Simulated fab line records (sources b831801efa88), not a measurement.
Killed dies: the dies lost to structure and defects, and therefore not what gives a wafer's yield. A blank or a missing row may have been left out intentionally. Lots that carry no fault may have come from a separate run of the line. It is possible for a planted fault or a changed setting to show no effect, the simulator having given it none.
A lot that was struck, set against a sound lot -- flow sky130 -- 44 steps out of a route of 708
Sound: wafers L103.2, L103.3, L103.6. Struck: wafer L122.1. The cause is given at the end.
Order at every step that has rows: each side's tool, ch and its chambers, its first start. Under that, the readings that differ: sound wafers -- struck wafers -- difference of the means -- sigmas: that difference in standard deviations of wafers without a fault.
alike: words and numbers the same on both sides, and readings whose means are apart by under 2 such deviations; not compared: readings that were withheld, readings missing a value for some wafer, numbers with overlapping values and no deviation given by the record, and bounds like >300 which may hide the same value.
A row with sigmas, a row that says differs or no value, or rows on one side alone: a step with any of these is where the two part. Non-overlapping numbers with no deviation appear without sigmas and do not part them. Lack of a reading on every wafer of one side parts them only where that side has two or more wafers.

first, 1 step without rows for these wafers: SKY_VIA3_SPUTTER_20 (material TiN, target thk 20 nm, time 80 s).
SKY_VIA3_CVD_21: deposits W, target thk 390 nm, time 117.31 s.
  sound on cvd_w-02 ch 0,1, day 40 14:56; struck on cvd_w-01 ch 0, day 46 03:20
  alike: chamber_pressure_Torr, heater_power_w
SKY_VIA3_RS_MEAS_22: measurement is done with a four-point probe.
  struck on film_metro-02, day 46 03:27; sound on film_metro-03, day 40 15:04
  alike: VIA3_W_RS
SKY_VIA3_THK_MEAS_23: measures by xrf.
  struck on film_metro-02, day 46 03:34; sound on film_metro-03, day 40 15:11
reading,sound,struck,difference,sigmas
VIA3_W_THK (nm),408 410 414,393,-18,-2
then, 2 steps without rows for these wafers: SKY_VIA3_CMP_24 (polishes, stops on SiO2, t overpolish 20 s, target thk 0 nm); SKY_METAL4_SPUTTER_00 (material Ti, target thk 15 nm, time 10 s).
SKY_METAL4_SPUTTER_01: material TiN, target thk 20 nm, time 16.7 s.
  struck on pvd_sputter-01, day 46 03:57; sound on pvd_sputter-02, day 40 15:33
  alike: cathode_dc_power_W, throttle_valve_pct
SKY_METAL4_SPUTTER_02: material AlCu, target thk 735 nm, time 39.1 s.
  struck on pvd_sputter-01, day 46 03:59; sound on pvd_sputter-02, day 40 15:35
  alike: cathode_dc_power_W, throttle_valve_pct
SKY_METAL4_SPUTTER_03: material Ti, target thk 5 nm, time 3.3 s.
  struck on pvd_sputter-01, day 46 04:01; sound on pvd_sputter-02, day 40 15:37
  alike: cathode_dc_power_W, throttle_valve_pct
then, 2 steps without rows for these wafers: SKY_METAL4_SPUTTER_04 (material TiN, target thk 70 nm, time 58.3 s); SKY_CAP2M_CVD_00 (deposits SiO2, target thk 15.5 nm).
SKY_CAP2M_THK_MEAS_01:
  struck on film_metro-01, day 46 04:07; sound on film_metro-01, day 40 15:44
  alike: CAP2M_CVD_00_THK
SKY_CAP2M_SPUTTER_02: material TiN, target thk 200 nm, time 166.7 s.
  struck on pvd_sputter-04, day 46 04:11; sound on pvd_sputter-03, day 40 15:47
reading,sound,struck,difference,sigmas
cathode_dc_power_W (W),6500.8 6500.6 6499.5,6331.4,-168.9,-99 or more
model.TiN_of_CAP2M_SPUTTER_02.thk_nm (nm),199.3 197.2 198.9,195.8,-2.7,
  alike: throttle_valve_pct
SKY_CAP2M_RS_MEAS_03: measurement is done with a four-point probe.
  struck on film_metro-04, day 46 04:17; sound on film_metro-04, day 40 15:55
  alike: CAP2M_TIN_RS
SKY_CAP2M_THK_MEAS_04: measures by xrf.
  struck on film_metro-04, day 46 04:25; sound on film_metro-04, day 40 16:01
  alike: CAP2M_TIN_THK
then, 7 steps without rows for these wafers: SKY_CAP2M_DEHYDRATE_05 (time 60 s); SKY_CAP2M_HMDS_06 (prime time 60 s); SKY_CAP2M_COAT_07 (resist thk 1140 nm); SKY_CAP2M_SOFTBAKE_08 (time 60 s); SKY_CAP2M_EXPOSE_09 (exposes mask CAP2M, target cd 1000 nm); SKY_CAP2M_PEB_10; SKY_CAP2M_DEVELOP_11 (develop time 60 s).
SKY_CAP2M_OVL_MEAS_12:
  struck on overlay-01, day 47 00:19; sound on overlay-01, day 41 15:52
reading,sound,struck,difference,sigmas
CAP2M_OVL (nm),-1.8 -0.7 0.0,1.9,+2.7,+2
SKY_CAP2M_METAL_ETCH_13: etches TiN in Cl2/BCl3, stops on SiO2, target depth 220 nm, time 62.9 s.
  sound on rie_metal-02 ch 0, day 41 15:54; struck on rie_metal-04 ch 0, day 47 00:22
reading,sound,struck,difference,sigmas
model.CAP2M.feature_depth_nm (nm),199.3 197.2 198.9,195.8,-2.7,
model.etch.depth_nm (nm),199.3 197.2 198.9,195.8,-2.7,
  alike: drypump_motor_current_A, oes_product_au, throttle_valve_pct
  not compared: rf_hours_counter_h
then, 12 steps without rows for these wafers: SKY_CAP2M_STRIP_14 (strips in O2/N2); SKY_CAP2M_STRIP_15 (strips in post etch residue remover, time 1200 s); SKY_CAP2M_CLEAN_16 (cleans in IPA, time 180 s); SKY_CAP2M_CLEAN_17 (cleans in O3/DIW); SKY_METAL4_DEHYDRATE_05 (time 60 s); SKY_METAL4_HMDS_06 (prime time 60 s); SKY_METAL4_COAT_07 (resist thk 60 nm); SKY_METAL4_COAT_08 (resist thk 1140 nm); SKY_METAL4_SOFTBAKE_09 (time 90 s); SKY_METAL4_EXPOSE_10 (exposes mask MM4, target cd 300 nm); SKY_METAL4_PEB_11; SKY_METAL4_DEVELOP_12 (develop time 60 s).
SKY_METAL4_CD_MEAS_13: target cd 300 nm.
  struck on cd_sem-02, day 47 21:08; sound on cd_sem-02, day 42 15:36
  alike: cd_nm
SKY_METAL4_OVL_MEAS_14:
  struck on overlay-01, day 47 21:16; sound on overlay-02, day 42 15:43
  alike: METAL4_OVL
SKY_METAL4_DESCUM_15: chemistry O2, time 8 s.
  sound on rie_metal-02 ch 1, day 42 15:44; struck on rie_metal-01 ch 1, day 47 21:17
  alike: drypump_motor_current_A, oes_product_au, temp_c
  not compared: rf_hours_counter_h
then, 3 steps without rows for these wafers: SKY_METAL4_ETCH_16 (etches BARC in N2/H2, stops on SiO2, time 88.2 s, target depth 60 nm); SKY_METAL4_ETCH_17 (etches SiO2 in C4F8/O2/Ar, stops on TiN, time 3.9 s, target depth 15 nm); SKY_METAL4_METAL_ETCH_18 (etches the open film in Cl2/BCl3, stops on SiO2, target depth 845 nm, time 183.1 s).
SKY_METAL4_STRIP_20: strips in post etch residue remover, time 1200 s.
  sound on wet_bench-04 ch 2, day 42 16:10; struck on wet_bench-01 ch 2, day 47 21:43
reading,sound,struck,difference,sigmas
model.TiN_of_CAP2M_SPUTTER_02.thk_nm (nm),198.4 196.4 198,194.9,-2.7,
  alike: temp_c
-- the record jumps here: 3 days lie between the struck wafers' starts before and after (it left off in module METAL4 and takes up again in module PAD_OPEN, whose first step shown is number 708 of the route) --
SKY_PAD_OPEN_PROBE_99:
  struck on prober-02, day 51 01:44; sound on prober-02, day 46 11:16
reading,sound,struck,difference,sigmas
killed_at_contacts,32 36 44,20,-17,-3
model.etest.cap_mim2.plate_ohm_sq,6.023 6.042 6.062,6.139,+0.097,
  alike: killed_at_M0_to_M3, killed_at_M4_up, killed_at_front_end, killed_at_other, killed_dies, killed_open, killed_short

## WHERE THEY PART
At SKY_VIA3_THK_MEAS_23 first; at SKY_PAD_OPEN_PROBE_99 last (within this record only).

WHY: what the simulator had put in
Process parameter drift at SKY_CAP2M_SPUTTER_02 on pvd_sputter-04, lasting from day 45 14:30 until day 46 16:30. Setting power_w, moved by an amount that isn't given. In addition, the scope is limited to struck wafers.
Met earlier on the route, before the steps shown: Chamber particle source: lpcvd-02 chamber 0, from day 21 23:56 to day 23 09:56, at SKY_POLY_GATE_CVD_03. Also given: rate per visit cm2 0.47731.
